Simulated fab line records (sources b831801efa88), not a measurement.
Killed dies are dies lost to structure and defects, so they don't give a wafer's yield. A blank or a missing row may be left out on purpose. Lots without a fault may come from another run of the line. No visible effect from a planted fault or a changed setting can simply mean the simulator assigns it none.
fab line records + flow gf180mcu
[record]
- lots = 14
- wafers = 42
- last-day = 34
route steps=602 shown VT_IMPLANT@131 V1@338 V2@404
lots that met no fault: from a run of the same line without faults
start-h: hours from the record's opening day to when the first of the lot's shown wafers began + wait-h: hours from the lot's prior step to this one + " repeats the value in the row above + L1.1+2: a row that stands for several wafers + - value missing, or start not given + * or withheld: withheld + < > ~ a bound
route shown NAME@n: names a module that has steps shown in the file, with the first one's number in the route + usual: mean/standard deviation of fault-free wafers + same: alike in all rows + chamber/n: place in a boat + sites: readings site by site + _std_site: their standard deviation + _edge_site: inner sites' mean taken away from outer sites' mean + radius-mm: how far each site lies from the wafer's centre + mask NAME#n: copy n + behind: tool/chamber where the wafer was last shaped + hold: what put the lot on hold/how long, in hours/how the hold closed + device: the transistor (n, p or np) that didn't switch + end of line: the tests these same wafers got at the end of their route + a step with no rows: only its recipe + killed: not the wafer's yield, but the dies lost to structure and defects at the first sort + map: a wafer's dies, x killed, . not, _ none there
set.NAME: the setting the step ran with; set.NAME@STEP: the setting that earlier step ran with + model.NAME: the simulator's own value behind a step, which no gauge read
one table for each step of the route and one row for each wafer, over a sample of lots
services: from which hour (start-h, from the record's first day; less than 0 if before it) a tool's chamber was out of use, for how many hours, and why
[[steps]]
[step GF_VT_IMPLANT_IMPLANT_41]
[recipe]
- species = As
- energy-kev = 70
- dose-cm2 = 1.013e+12
- tilt-deg = 7
[usual]
- implant-ion-amu = 75/0
| lot.wafer | tool         | chamber | start-h | wait-h | implant-ion-amu |
|-----------|--------------|---------|---------|--------|-----------------|
| L787.4    | implanter-04 | 0       | 172.93  | 0.1    | 75              |
| L787.5    | "            | 0       | "       | "      | 75              |
| L787.6    | "            | 0       | "       | "      | 75              |
| L788.2    | implanter-03 | 0       | 179.54  | 0.0    | 75              |
| L788.3    | "            | 0       | "       | "      | 75              |
| L788.5    | "            | 0       | "       | "      | 75              |
| L789.1    | implanter-04 | 0       | 189.67  | 0.0    | 75              |
| L789.4    | "            | 0       | "       | "      | 75              |
| L789.6    | "            | 0       | "       | "      | 75              |
| L790.2    | implanter-01 | 0       | 201.72  | 0.0    | 75              |
| L790.4    | "            | 0       | "       | "      | 75              |
| L790.5    | "            | 0       | "       | "      | 75              |
| L791.3    | implanter-04 | 0       | 205.80  | 0.1    | 75              |
| L791.5    | "            | 0       | "       | "      | 75              |
| L791.6    | "            | 0       | "       | "      | 75              |
| L792.1    | implanter-04 | 0       | 212.06  | 0.0    | 75              |
| L792.2    | "            | 0       | "       | "      | 75              |
| L792.3    | "            | 0       | "       | "      | 75              |
| L793.1    | implanter-04 | 0       | 215.15  | 0.0    | 75              |
| L793.3    | "            | 0       | "       | "      | 75              |
| L793.5    | "            | 0       | "       | "      | 75              |
| L794.2    | implanter-03 | 0       | 227.92  | 0.0    | 75              |
| L794.4    | "            | 0       | "       | "      | 75              |
| L794.5    | "            | 0       | "       | "      | 75              |
| L795.4    | implanter-03 | 0       | 231.27  | 0.1    | 75              |
| L795.5    | "            | 0       | "       | "      | 75              |
| L795.6    | "            | 0       | "       | "      | 75              |
| L796.3    | implanter-03 | 0       | 234.15  | 0.1    | 75              |
| L796.4    | "            | 0       | "       | "      | 75              |
| L796.6    | "            | 0       | "       | "      | 75              |
| L804.4    | implanter-03 | 0       | 288.72  | 0.1    | 75              |
| L804.5    | "            | 0       | "       | "      | 75              |
| L804.6    | "            | 0       | "       | "      | 75              |
| L805.1    | implanter-01 | 0       | 293.55  | 0.0    | 31              |
| L805.4    | "            | 0       | "       | "      | 31              |
| L805.6    | "            | 0       | "       | "      | 31              |
| L806.4    | implanter-04 | 0       | 298.12  | 0.1    | 31              |
| L806.5    | "            | 0       | "       | "      | 31              |
| L806.6    | "            | 0       | "       | "      | 31              |
| L807.4    | implanter-01 | 0       | 306.87  | 0.1    | 31              |
| L807.5    | "            | 0       | "       | "      | 31              |
| L807.6    | "            | 0       | "       | "      | 31              |
[step GF_VT_IMPLANT_TW_MEAS_43]
[usual]
- VT_IMPLANT_4_TW = 692/5.1
| lot.wafer | tool          | chamber | start-h | wait-h | VT_IMPLANT_4_TW |
|-----------|---------------|---------|---------|--------|-----------------|
| L787.4    | film-metro-02 | -       | 173.14  | 0.1    | 698             |
| L787.5    | "             | -       | "       | "      | 697             |
| L787.6    | "             | -       | "       | "      | 699             |
| L788.2    | film-metro-04 | -       | 179.78  | 0.1    | 682             |
| L788.3    | "             | -       | "       | "      | 682             |
| L788.5    | "             | -       | "       | "      | 681             |
| L789.1    | film-metro-02 | -       | 189.92  | 0.1    | 696             |
| L789.4    | "             | -       | "       | "      | 697             |
| L789.6    | "             | -       | "       | "      | 694             |
| L790.2    | film-metro-02 | -       | 201.96  | 0.1    | 695             |
| L790.4    | "             | -       | "       | "      | 698             |
| L790.5    | "             | -       | "       | "      | 694             |
| L791.3    | film-metro-01 | -       | 206.02  | 0.1    | 687             |
| L791.5    | "             | -       | "       | "      | 690             |
| L791.6    | "             | -       | "       | "      | 685             |
| L792.1    | film-metro-02 | -       | 212.31  | 0.1    | 698             |
| L792.2    | "             | -       | "       | "      | 696             |
| L792.3    | "             | -       | "       | "      | 693             |
| L793.1    | film-metro-01 | -       | 215.40  | 0.1    | 687             |
| L793.3    | "             | -       | "       | "      | 689             |
| L793.5    | "             | -       | "       | "      | 686             |
| L794.2    | film-metro-04 | -       | 228.16  | 0.1    | 684             |
| L794.4    | "             | -       | "       | "      | 689             |
| L794.5    | "             | -       | "       | "      | 684             |
| L795.4    | film-metro-01 | -       | 231.48  | 0.1    | 688             |
| L795.5    | "             | -       | "       | "      | 688             |
| L795.6    | "             | -       | "       | "      | 687             |
| L796.3    | film-metro-02 | -       | 234.37  | 0.1    | 693             |
| L796.4    | "             | -       | "       | "      | 693             |
| L796.6    | "             | -       | "       | "      | 693             |
| L804.4    | film-metro-02 | -       | 288.93  | 0.1    | 702             |
| L804.5    | "             | -       | "       | "      | 702             |
| L804.6    | "             | -       | "       | "      | 705             |
| L805.1    | film-metro-01 | -       | 293.80  | 0.1    | 513             |
| L805.4    | "             | -       | "       | "      | 512             |
| L805.6    | "             | -       | "       | "      | 514             |
| L806.4    | film-metro-01 | -       | 298.33  | 0.1    | 510             |
| L806.5    | "             | -       | "       | "      | 510             |
| L806.6    | "             | -       | "       | "      | 513             |
| L807.4    | film-metro-01 | -       | 307.08  | 0.1    | 514             |
| L807.5    | "             | -       | "       | "      | 512             |
| L807.6    | "             | -       | "       | "      | 512             |
[step GF_V1_THK_MEAS_03]
[recipe]
- reads = SiO2_of_V1_CVD_02
[usual]
- V1_CVD_02_THK = 853/11
| lot.wafer | tool          | chamber | start-h | wait-h | V1_CVD_02_THK[nm] |
|-----------|---------------|---------|---------|--------|-------------------|
| L787.4    | film-metro-03 | -       | 407.08  | 0.0    | 857               |
| L787.5    | "             | -       | "       | "      | 859               |
| L787.6    | "             | -       | "       | "      | 871               |
| L788.2    | film-metro-03 | -       | 426.22  | 0.0    | 847               |
| L788.3    | "             | -       | "       | "      | 837               |
| L788.5    | "             | -       | "       | "      | 863               |
| L789.1    | film-metro-01 | -       | 431.18  | 0.0    | 846               |
| L789.4    | "             | -       | "       | "      | 835               |
| L789.6    | "             | -       | "       | "      | 855               |
| L790.2    | film-metro-01 | -       | 453.84  | 0.0    | 844               |
| L790.4    | "             | -       | "       | "      | 865               |
| L790.5    | "             | -       | "       | "      | 854               |
| L791.3    | film-metro-02 | -       | 458.00  | 0.1    | 848               |
| L791.5    | "             | -       | "       | "      | 875               |
| L791.6    | "             | -       | "       | "      | 854               |
| L792.1    | film-metro-01 | -       | 465.04  | 0.0    | 835               |
| L792.2    | "             | -       | "       | "      | 841               |
| L792.3    | "             | -       | "       | "      | 854               |
| L793.1    | film-metro-02 | -       | 469.18  | 0.1    | 853               |
| L793.3    | "             | -       | "       | "      | 865               |
| L793.5    | "             | -       | "       | "      | 863               |
| L794.2    | film-metro-03 | -       | 486.59  | 0.0    | 839               |
| L794.4    | "             | -       | "       | "      | 843               |
| L794.5    | "             | -       | "       | "      | 875               |
| L795.4    | film-metro-03 | -       | 489.57  | 0.0    | 844               |
| L795.5    | "             | -       | "       | "      | 858               |
| L795.6    | "             | -       | "       | "      | 850               |
| L796.3    | film-metro-03 | -       | 494.65  | 0.1    | 844               |
| L796.4    | "             | -       | "       | "      | 856               |
| L796.6    | "             | -       | "       | "      | 866               |
| L804.4    | film-metro-03 | -       | 561.14  | 0.0    | 841               |
| L804.5    | "             | -       | "       | "      | 845               |
| L804.6    | "             | -       | "       | "      | 852               |
| L805.1    | film-metro-03 | -       | 564.18  | 0.0    | 867               |
| L805.4    | "             | -       | "       | "      | 862               |
| L805.6    | "             | -       | "       | "      | 843               |
| L806.4    | film-metro-02 | -       | 569.56  | 0.0    | 880               |
| L806.5    | "             | -       | "       | "      | 862               |
| L806.6    | "             | -       | "       | "      | 871               |
| L807.4    | film-metro-02 | -       | 578.90  | 0.0    | 855               |
| L807.5    | "             | -       | "       | "      | 864               |
| L807.6    | "             | -       | "       | "      | 867               |
[step GF_V2_SPUTTER_22]
[recipe]
- material = TiN
- target-thk-nm = 10
- chamber-pressure-pa = 5
- power-w = 4000
- time-s = 40
[usual]
- throttle-valve-pct = 30.5/1.7
| lot.wafer | tool           | chamber | start-h | wait-h | throttle-valve-pct |
|-----------|----------------|---------|---------|--------|--------------------|
| L787.4    | pvd-sputter-04 | -       | 484.46  | 0.0    | 29.9               |
| L787.5    | "              | -       | "       | "      | 29.2               |
| L787.6    | "              | -       | "       | "      | 29.5               |
| L788.2    | pvd-sputter-03 | -       | 502.95  | 0.0    | 30.6               |
| L788.3    | "              | -       | "       | "      | 31.1               |
| L788.5    | "              | -       | "       | "      | 30.0               |
| L789.1    | pvd-sputter-02 | -       | 508.00  | 0.0    | 28.1               |
| L789.4    | "              | -       | "       | "      | 28.9               |
| L789.6    | "              | -       | "       | "      | 30.6               |
| L790.2    | pvd-sputter-02 | -       | 530.66  | 0.0    | 30.5               |
| L790.4    | "              | -       | "       | "      | 28.2               |
| L790.5    | "              | -       | "       | "      | 33.5               |
| L791.3    | pvd-sputter-03 | -       | 534.90  | 0.0    | 30.2               |
| L791.5    | "              | -       | "       | "      | 30.2               |
| L791.6    | "              | -       | "       | "      | 30.5               |
| L792.1    | pvd-sputter-02 | -       | 540.70  | 0.0    | 33.6               |
| L792.2    | "              | -       | "       | "      | 28.9               |
| L792.3    | "              | -       | "       | "      | 30.6               |
| L793.1    | pvd-sputter-02 | -       | 544.61  | 0.0    | 33.4               |
| L793.3    | "              | -       | "       | "      | 28.8               |
| L793.5    | "              | -       | "       | "      | 33.4               |
| L794.2    | pvd-sputter-02 | -       | 560.00  | 0.0    | 28.8               |
| L794.4    | "              | -       | "       | "      | 33.6               |
| L794.5    | "              | -       | "       | "      | 29.0               |
| L795.4    | pvd-sputter-02 | -       | 563.74  | 0.0    | 28.8               |
| L795.5    | "              | -       | "       | "      | 28.5               |
| L795.6    | "              | -       | "       | "      | 33.8               |
| L796.3    | pvd-sputter-03 | -       | 567.46  | 0.0    | 32.5               |
| L796.4    | "              | -       | "       | "      | 30.4               |
| L796.6    | "              | -       | "       | "      | 30.4               |
| L804.4    | pvd-sputter-02 | -       | 630.06  | 0.0    | 33.8               |
| L804.5    | "              | -       | "       | "      | 33.7               |
| L804.6    | "              | -       | "       | "      | 28.7               |
| L805.1    | pvd-sputter-02 | -       | 631.99  | 0.0    | 28.7               |
| L805.4    | "              | -       | "       | "      | 30.8               |
| L805.6    | "              | -       | "       | "      | 29.0               |
| L806.4    | pvd-sputter-04 | -       | 637.20  | 0.0    | 31.5               |
| L806.5    | "              | -       | "       | "      | 31.4               |
| L806.6    | "              | -       | "       | "      | 30.5               |
| L807.4    | pvd-sputter-03 | -       | 645.63  | 0.0    | 32.6               |
| L807.5    | "              | -       | "       | "      | 30.0               |
| L807.6    | "              | -       | "       | "      | 31.2               |
[step GF_V2_CMP_26]
[recipe]
- stop-on = SiO2
- down-force-psi = 3.5
- platen-rpm = 60
- t-overpolish-s = 15
- target-thk-nm = 0
- pad-velocity-m-s = 0.94248
[usual]
- motor-current-A = 10.4/0.82
- overpolish-run-s = 15.001/0.01
- time-to-endpoint-s = 87/3.5
| lot.wafer | tool   | chamber | start-h | wait-h | motor-current-A | overpolish-run-s | time-to-endpoint-s |
|-----------|--------|---------|---------|--------|-----------------|------------------|--------------------|
| L787.4    | cmp-02 | 2       | 484.89  | 0.1    | 9.1             | 14.994           | 84                 |
| L787.5    | "      | 0       | "       | "      | 9.6             | 14.994           | 85                 |
| L787.6    | "      | 1       | "       | "      | 10.7            | 15.002           | 92                 |
| L788.3    | cmp-02 | 2       | 503.33  | 0.1    | 9.0             | 15.002           | 81                 |
| L788.2    | "      | 0       | "       | "      | 9.5             | 15.006           | 91                 |
| L788.5    | "      | 2       | "       | "      | 9.4             | 14.995           | 82                 |
| L789.1    | cmp-01 | 1       | 508.33  | 0.1    | 11.4            | 15.002           | 90                 |
| L789.4    | "      | 3       | "       | "      | 11.9            | 14.993           | 90                 |
| L789.6    | "      | 2       | "       | "      | 9.9             | 14.974           | 84                 |
| L790.4    | cmp-01 | 0       | 530.99  | 0.0    | 10.9            | 15.009           | 86                 |
| L790.2    | "      | 2       | "       | "      | 9.7             | 14.990           | 83                 |
| L790.5    | "      | 1       | "       | "      | 11.1            | 14.985           | 84                 |
| L791.3    | cmp-01 | 0       | 535.28  | 0.1    | 10.9            | 14.993           | 83                 |
| L791.6    | "      | 3       | "       | "      | 10.9            | 15.007           | 83                 |
| L791.5    | "      | 0       | "       | "      | 11.4            | 14.980           | 85                 |
| L792.1    | cmp-02 | 0       | 541.03  | 0.1    | 10.0            | 15.012           | 89                 |
| L792.3    | "      | 1       | "       | "      | 10.7            | 14.997           | 92                 |
| L792.2    | "      | 2       | "       | "      | 9.2             | 14.994           | 84                 |
| L793.1    | cmp-01 | 1       | 544.99  | 0.1    | 11.2            | 15.010           | 90                 |
| L793.3    | "      | 3       | "       | "      | 11.6            | 14.989           | 89                 |
| L793.5    | "      | 1       | "       | "      | 11.3            | 15.008           | 88                 |
| L794.2    | cmp-02 | 3       | 560.33  | 0.0    | 10.4            | 14.982           | 89                 |
| L794.4    | "      | 1       | "       | "      | 10.4            | 15.011           | 92                 |
| L794.5    | "      | 3       | "       | "      | 10.5            | 15.007           | 93                 |
| L795.4    | cmp-01 | 0       | 564.07  | 0.0    | 10.7            | 14.993           | 89                 |
| L795.5    | "      | 0       | "       | "      | 10.8            | 15.005           | 89                 |
| L795.6    | "      | 1       | "       | "      | 11.6            | 14.988           | 88                 |
| L796.3    | cmp-02 | 3       | 567.89  | 0.1    | 10.2            | 15.016           | 88                 |
| L796.4    | "      | 0       | "       | "      | 9.9             | 15.007           | 87                 |
| L796.6    | "      | 1       | "       | "      | 9.8             | 14.993           | 88                 |
| L804.4    | cmp-02 | 2       | 630.68  | 0.2    | 9.4             | 15.008           | 82                 |
| L804.5    | "      | 3       | "       | "      | 11.0            | 15.006           | 87                 |
| L804.6    | "      | 0       | "       | "      | 9.5             | 15.010           | 87                 |
| L805.4    | cmp-02 | 2       | 632.37  | 0.1    | 9.4             | 15.006           | 82                 |
| L805.1    | "      | 0       | "       | "      | 9.8             | 15.007           | 88                 |
| L805.6    | "      | 2       | "       | "      | 9.3             | 14.998           | 85                 |
| L806.4    | cmp-02 | 2       | 637.58  | 0.1    | 9.0             | 15.001           | 83                 |
| L806.6    | "      | 1       | "       | "      | 10.4            | 15.014           | 88                 |
| L806.5    | "      | 2       | "       | "      | 9.1             | 15.004           | 79                 |
| L807.4    | cmp-02 | 2       | 646.11  | 0.2    | 9.0             | 14.996           | 79                 |
| L807.6    | "      | 3       | "       | "      | 10.9            | 15.005           | 90                 |
| L807.5    | "      | 0       | "       | "      | 9.5             | 15.010           | 87                 |
[[services]]
| tool           | chamber | start-h | hours | kind   |
|----------------|---------|---------|-------|--------|
| cmp-01         | -       | 153.23  | 14.9  | repair |
| cmp-02         | -       | 171.14  | 20.7  | repair |
| cmp-02         | -       | 191.83  | 8.6   | pm     |
| cmp-01         | -       | 200.55  | 3.6   | pm     |
| implanter-03   | -       | 206.92  | 6.9   | repair |
| cmp-01         | -       | 232.00  | 4.0   | pm     |
| implanter-03   | -       | 241.65  | 0.5   | repair |
| implanter-04   | -       | 244.47  | 1.4   | repair |
| pvd-sputter-02 | -       | 277.39  | 1.7   | repair |
| implanter-04   | -       | 294.57  | 2.8   | pm     |
| implanter-04   | -       | 321.75  | 2.1   | repair |
| pvd-sputter-02 | -       | 383.22  | 9.4   | repair |
| cmp-01         | -       | 384.87  | 4.5   | repair |
| cmp-02         | -       | 404.22  | 4.0   | pm     |
| implanter-03   | -       | 430.01  | 3.9   | pm     |
| cmp-02         | -       | 444.16  | 1.0   | repair |
| cmp-02         | -       | 449.30  | 4.5   | pm     |
| cmp-01         | -       | 501.54  | 5.2   | pm     |
| cmp-02         | -       | 506.74  | 4.3   | pm     |
| pvd-sputter-02 | -       | 531.99  | 2.6   | repair |
| cmp-02         | -       | 545.24  | 1.2   | repair |
| cmp-02         | -       | 547.64  | 5.6   | repair |
| pvd-sputter-02 | -       | 569.38  | 0.7   | repair |
| implanter-04   | -       | 608.67  | 4.1   | repair |
[[key]]
[first-sign]
- step = GF_VT_IMPLANT_IMPLANT_41
- reading = implant-ion-amu
- direction = down
- sigmas = 99+
- usual = 75
- struck = 31
[effect]
- step = GF_VT_IMPLANT_TW_MEAS_43
- reading = VT_IMPLANT_4_TW
- direction = down
- sigmas = 35
- usual = 692
- struck = 513
met-at GF_VT_IMPLANT_IMPLANT_41
struck-lots L805,L806,L807
tester-left-out L805,L806,L807
not-acting-at GF_V1_THK_MEAS_03,GF_V2_SPUTTER_22,GF_V2_CMP_26
onset-between 215.15 293.55
[fault]
- kind = wrong-recipe-download
- tool = implanter-01,implanter-03,implanter-04
- chamber = -
- onset-h = 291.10
- steps = GF_VT_IMPLANT_IMPLANT_41
- wrong-recipe.not-listed = 1
// tester-left-out: of these lots the tester's yield and bins aren't shown, on N5 and GAA mostly nor the transistor test; their killed dies are dies lost to structure and defects alone, not to doping, threshold or leakage, so they don't give the yield
